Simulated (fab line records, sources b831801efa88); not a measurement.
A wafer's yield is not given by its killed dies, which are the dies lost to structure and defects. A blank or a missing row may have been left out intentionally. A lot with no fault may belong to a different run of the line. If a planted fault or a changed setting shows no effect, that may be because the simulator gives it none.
Which of the tools did it? | flow gf180mcu | 6 lots, 18 wafers sampled, at 1 step of a route of 602

## WHAT THE GAUGES SHOWED, per wafer
GF_DUAL_GATE_OVL_MEAS_11.
lot  | measured     | on         | DUAL_GATE_OVL (nm)
L880 | day 9 11:39  | overlay-01 | -0.5 -0.4 0.1
L883 | day 10 09:05 | overlay-01 | 0.0 -0.7 -2.2
L885 | day 10 22:36 | overlay-02 | -0.7 0.6 0.5
L887 | day 11 12:05 | overlay-02 | 0.3 -1.0 -0.6
L892 | day 13 02:42 | overlay-01 | -1.6 -0.3 -0.2
L897 | day 14 12:38 | overlay-02 | -0.6 1.1 0.3

## WHAT TOOL EACH LOT RAN ON (gives the tool, then ch and the chambers of the sampled wafers, and finally the start)
The record shows no process step preceding these readings.

## THE ANSWER, worked out from the rows above alone
Rule: the usual values come from the lots themselves. The widest of any qualifying gaps counts: lots, ordered by their means at a reading, are off when they make up no more than a third of the lots, leave a main group of 4 or more, and stand apart from it by 3 or more times the standard deviation of that group's means. The tables above print the reading to a certain number of digits; a main group whose means all agree to those digits is not used. A lot without any number at a reading at which 4 lots or more have one is off too. All remaining lots with rows at the step are treated as sound.
No lot is off at any reading shown: from this, nothing can be told.

## WHAT THE SIMULATOR HAD PUT IN
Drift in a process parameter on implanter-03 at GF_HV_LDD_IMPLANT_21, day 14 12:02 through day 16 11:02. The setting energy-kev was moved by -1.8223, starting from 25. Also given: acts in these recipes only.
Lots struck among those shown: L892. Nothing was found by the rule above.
